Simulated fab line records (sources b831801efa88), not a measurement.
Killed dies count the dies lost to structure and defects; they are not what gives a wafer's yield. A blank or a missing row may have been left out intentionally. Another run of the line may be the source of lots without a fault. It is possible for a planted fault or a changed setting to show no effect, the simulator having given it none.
A struck lot beside a sound one	flow sky130	21 out of 708 route steps
Sound: wafers L547.1, L547.2, L547.4. Struck: wafer L554.4; the same lot's L554.6 was not struck, so it is left out; see the end for the cause.
At each step with rows: each side's tool, then ch and its chambers, then its first start. Under that, the readings that differ: sound wafers	struck wafers	difference of the means	sigmas: that difference in standard deviations of wafers without a fault.
alike: readings with means less than 2 such deviations apart, plus words and numbers identical on both sides. not compared: withheld readings, readings lacking a value on some wafer, bounds such as >300 that could conceal the same value, and numbers that have no deviation in the record and whose values overlap.
A row with sigmas, a row that says differs or no value, or rows on one side alone: a step with any of these is where the two part. Non-overlapping numbers with no deviation appear without sigmas and do not part them. A reading missing from all wafers of one side parts the sides only when that side holds two or more wafers.

first, 1 step without rows for these wafers: SKY_FIELD_ISO_DEVELOP_12 (develop time 60 s).
SKY_FIELD_ISO_CD_MEAS_13: the cd target is 150 nm.
  sound on cd_sem-02, day 4 03:14; struck on cd_sem-02, day 5 16:51
  alike: cd_nm
SKY_FIELD_ISO_ETCH_14: etches BARC in N2/H2, stops on SiO2, time 45.9 s, target depth 60 nm.
  sound on rie_diel-04 ch 0,1,2, day 4 03:22; struck on rie_diel-03 ch 0, day 5 16:55
reading	sound	struck	difference	sigmas
oes_product_au (a.u.)	0.852 0.855 0.856	0.842	-0.012	-2
  alike: bias_w, drypump_motor_current_A, h2_flow_sccm, throttle_valve_pct
  not compared: rf_hours_counter_h
SKY_FIELD_ISO_ETCH_15: etches the open film in CHF3/O2, stops on Si, target depth 180 nm, time 72 s.
  sound on rie_diel-04 ch 0,1,2, day 4 03:24; struck on rie_diel-03 ch 0, day 5 16:57
  alike: bias_w, drypump_motor_current_A, oes_product_au, throttle_valve_pct
  not compared: rf_hours_counter_h
SKY_FIELD_ISO_STRIP_16: strips in O2/N2.
  sound on plasma_asher-03 ch 0,1, day 4 03:28; struck on plasma_asher-01 ch 1, day 5 17:02
  alike: drypump_motor_current_A, oes_product_au, strip_time_to_endpoint_s
  not compared: rf_hours_counter_h
SKY_FIELD_ISO_ETCH_17: etches Si in HBr/Cl2/O2, target depth 342 nm, time 97.7 s.
  sound on rie_si-01 ch 0,2,3, day 4 03:34; struck on rie_si-01 ch 1, day 5 17:07
  alike: bias_w, drypump_motor_current_A, he_backside_leak_sccm, oes_product_au, throttle_valve_pct
  not compared: rf_hours_counter_h
then, 5 steps without rows for these wafers: SKY_FIELD_ISO_WET_ETCH_18 (etches Si3N4 in H3PO4, target depth 25 nm, time 286 s); SKY_FIELD_ISO_CLEAN_19 (cleans in SC1/SC2, time 150 s); SKY_FIELD_ISO_CLEAN_20 (cleans in dHF, time 20 s); SKY_FIELD_ISO_WET_ETCH_21 (etches SiO2 in dHF, target depth 20 nm, time 400 s); SKY_FIELD_ISO_OXIDATION_22 (stabilise 600 s, purge 300 s, target thk 10 nm).
SKY_FIELD_ISO_THK_MEAS_23:
  sound on film_metro-01, day 4 06:18; struck on film_metro-03, day 5 18:59
  alike: FIELD_ISO_OXIDATION_01_THK
SKY_FIELD_ISO_CVD_24: deposits SiO2, target thk 595 nm, time 99.2 s.
  sound on hdpcvd-01 ch 1,2, day 4 06:22; struck on hdpcvd-01 ch 1, day 5 19:02
reading	sound	struck	difference	sigmas
model.SiO2_of_FIELD_ISO_CVD_24.thk_nm (nm)	599.4 602.9 603.4	282.2	-319.7	
SKY_FIELD_ISO_THK_MEAS_25:
  sound on film_metro-03, day 4 06:26; struck on film_metro-02, day 5 19:07
reading	sound	struck	difference	sigmas
FIELD_ISO_CVD_24_THK (nm)	600 603 604	282	-320	-74
then, 1 step without rows for these wafers: SKY_FIELD_ISO_ANNEAL_26 (time 1800 s).
SKY_FIELD_ISO_CMP_27: polishes, stops on Si3N4, t overpolish 16 s, target thk 457.8 nm.
  sound on cmp-02 ch 0,1,3, day 4 08:34; struck on cmp-01 ch 0, day 5 21:58
reading	sound	struck	difference	sigmas
time_to_endpoint_s (s)	116 114 118	50	-66	-18
  alike: motor_current_A
then, 2 steps without rows for these wafers: SKY_FIELD_ISO_WET_ETCH_28 (etches SiO2 in dHF, target depth 23.7 nm, time 47 s); SKY_FIELD_ISO_WET_ETCH_29 (etches Si3N4 in H3PO4, target depth 160 nm, time 1825 s).
SKY_FIELD_ISO_WET_ETCH_30: etches SiO2 in dHF, target depth 25 nm, time 50 s.
  sound on wet_bench-03 ch 1, day 4 09:24; struck on wet_bench-03 ch 3, day 5 22:45
reading	sound	struck	difference	sigmas
model.SiO2_of_FIELD_ISO_CVD_24.thk_nm (nm)	403.8 404.5 403.8	229.3	-174.7	
then, 1 step without rows for these wafers: SKY_NWELL_CLEAN_00 (cleans in SC1/SC2, time 150 s).
-- the record jumps here: 44 days lie between the struck wafers' starts before and after (it left off in module NWELL and takes up again in module PAD_OPEN, whose first step shown is number 708 of the route) --
SKY_PAD_OPEN_PROBE_99:
  sound on prober-02, day 47 23:12; struck on prober-01, day 49 11:08
reading	sound	struck	difference	sigmas
killed_at_front_end	13 12 11	420	+408	+91
killed_dies	97 88 103	492	+396	+40
killed_on_rim	17 14 26	96	+77	+20
  alike: killed_at_M0_to_M3, killed_at_M4_up, killed_at_contacts, killed_at_other, killed_open, killed_short

== WHERE THEY PART ==
First at SKY_FIELD_ISO_ETCH_14; last, within this record, at SKY_PAD_OPEN_PROBE_99.

WHY: the cause the simulator had injected
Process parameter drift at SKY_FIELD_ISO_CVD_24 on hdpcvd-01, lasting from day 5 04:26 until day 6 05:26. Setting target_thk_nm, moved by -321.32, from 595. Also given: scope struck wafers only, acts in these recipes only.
